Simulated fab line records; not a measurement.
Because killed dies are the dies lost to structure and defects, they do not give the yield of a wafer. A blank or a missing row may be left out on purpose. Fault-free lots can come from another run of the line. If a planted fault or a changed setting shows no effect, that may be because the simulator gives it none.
Which tool is to blame?    flow gf180mcu    14 lots with 41 wafers sampled at 3 steps, on a route of 602 steps

WHAT THE GAUGES READ, wafer by wafer
GF_M3_RS_MEAS_05: measures by four-point-probe.
lot   measured      on             M3_ALCU_RS (ohm/sq)
L436  day 20 02:19  film-metro-01  0.0703 0.0694 0.0694
L437  day 20 06:47  film-metro-01  0.0679 0.0691 0.0681
L438  day 20 19:28  film-metro-03  0.0703 0.0701 0.0703
L439  day 21 07:06  film-metro-04  0.0678 0.0692 0.0680
L440  day 21 16:05  film-metro-01  0.0703 0.0703 0.0703
L442  day 22 13:22  film-metro-03  0.0686 0.0681 0.0696
L443  day 22 18:37  film-metro-04  0.0695 0.0694 0.0706
L445  day 23 19:34  film-metro-04  0.0698 0.0693 0.0701
L448  day 25 01:10  film-metro-03  0.0699 0.0693 0.0698
L454  day 26 20:27  film-metro-04  0.0696 0.0693 0.0700
L455  day 27 07:43  film-metro-03  0.0692 0.0695
L457  day 27 20:13  film-metro-04  0.0693 0.0699 0.0698
L458  day 27 22:49  film-metro-01  0.0702 0.0707 0.0702
L459  day 28 04:05  film-metro-03  0.0693 0.0700 0.0699

GF_V3_RS_MEAS_24: measures by four-point-probe.
lot   measured      on             V3_W_RS (ohm/sq)
L436  day 22 03:46  film-metro-02  0.329 0.331 0.327
L437  day 22 07:55  film-metro-03  0.330 0.329 0.327
L438  day 22 20:48  film-metro-01  0.328 0.326 0.325
L439  day 23 07:44  film-metro-01  0.332 0.330 0.330
L440  day 23 15:37  film-metro-02  0.325 0.329 0.324
L442  day 24 12:44  film-metro-03  0.326 0.326 0.329
L443  day 24 17:14  film-metro-01  0.327 0.328 0.328
L445  day 25 18:35  film-metro-02  0.332 0.324 0.329
L448  day 26 20:20  film-metro-02  0.328 0.327 0.326
L454  day 28 14:31  film-metro-03  0.329 0.326 0.328
L455  day 29 01:20  film-metro-02  0.330 0.326
L457  day 29 13:18  film-metro-01  0.324 0.320 0.323
L458  day 29 15:23  film-metro-02  0.330 0.331 0.329
L459  day 29 20:25  film-metro-02  0.325 0.323 0.328

WHAT TOOL EACH LOT RAN ON (gives the tool, then ch and the chambers of the sampled wafers, and finally the start)
lot   GF_STI_ETCH_14
L436  rie-si-02 ch 0,1,3, day 2 01:25
L437  rie-si-02 ch 1,2,3, day 2 06:25
L438  rie-si-01 ch 1,2,3, day 2 11:07
L439  rie-si-01 ch 1,2,3, day 2 16:49
L440  rie-si-01 ch 0,2, day 2 21:19
L442  rie-si-01 ch 0,1, day 3 11:40
L443  rie-si-02 ch 0,3, day 3 12:55
L445  rie-si-01 ch 0,1,3, day 4 00:43
L448  rie-si-02 ch 0,1,2, day 4 15:16
L454  rie-si-01 ch 0,1,2, day 5 22:10
L455  rie-si-01 ch 0,1, day 6 03:27
L457  rie-si-02 ch 0,2,3, day 6 13:06
L458  rie-si-02 ch 0,2, day 6 19:03
L459  rie-si-02 ch 0,2,3, day 7 00:31
- GF_STI_ETCH_14: etches Si in HBr/Cl2/O2, target depth 360 nm, time 102.9 s.

WHAT THE TOOLS THEMSELVES READ (means of the sampled wafers that have a number; where no wafer has one, the mark that the record gives instead)
GF_STI_ETCH_14.
lot   tool       drypump-motor-current-A (A)  oes-product-au (a.u.)  run-length-s (s)  throttle-valve-pct (%)
L436  rie-si-02  5.4                          1.007                  131.6             25.646
L437  rie-si-02  5.4                          1.010                  131.4             25.643
L438  rie-si-01  5.7                          1.005                  131.4             25.653
L439  rie-si-01  5.7                          0.994                  131.1             25.650
L440  rie-si-01  5.7                          0.986                  131.5             25.671
L442  rie-si-01  5.6                          0.995                  131.0             25.660
L443  rie-si-02  5.0                          1.003                  131.7             25.652
L445  rie-si-01  5.4                          0.996                  131.1             25.662
L448  rie-si-02  5.6                          0.997                  131.7             25.670
L454  rie-si-01  5.8                          0.995                  136.4             25.663
L455  rie-si-01  5.5                          0.982                  138.2             25.660
L457  rie-si-02  5.2                          1.010                  131.6             25.643
L458  rie-si-02  5.5                          1.005                  131.5             25.657
L459  rie-si-02  5.2                          0.996                  131.5             25.663

THE ANSWER, worked out from the rows above alone
Rule: what is usual is taken from the lots themselves. The widest of any qualifying gaps counts: lots, ordered by their means at a reading, are off when they make up no more than a third of the lots, leave a main group of 4 or more, and stand apart from it by 3 or more times the standard deviation of that group's means. The tables above print the reading to a certain number of digits; a main group whose means all agree to those digits is not used. Also off: a lot with no number at a reading for which 4 or more lots have one. Where the step has rows for the other lots, those lots are counted as sound. Order of review: gauges by route order, followed by the tools' own readings, for which a lot's mean as printed above is used. The first step at which some lot is off is used, and at that step the reading that is off furthest; a lot without a number counts as furthest.
Off: L454, L455, at GF_STI_ETCH_14 (run-length-s). Main group: mean 131.4 s, sd 0.23.
A tool fits if, at that step or a process step before it, it ran every lot that is off, and no sound lot after the first of them. One candidate fits, namely rie-si-01 at GF_STI_ETCH_14. Its last sound lot is L445 (day 4 00:43), its first lot that is off L454 (day 5 22:10): a fault that began between those two fits.
The tool's own readings at GF_STI_ETCH_14 bear it out: on the lots that are off they differ by more than 5 times the standard deviation of the sound lots' means. run-length-s reads 137.3 s there against 131.4 s on the sound lots.

WHAT WAS PUT IN BY THE SIMULATOR
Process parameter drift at GF_STI_ETCH_14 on rie-si-01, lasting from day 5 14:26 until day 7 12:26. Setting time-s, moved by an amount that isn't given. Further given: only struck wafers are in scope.
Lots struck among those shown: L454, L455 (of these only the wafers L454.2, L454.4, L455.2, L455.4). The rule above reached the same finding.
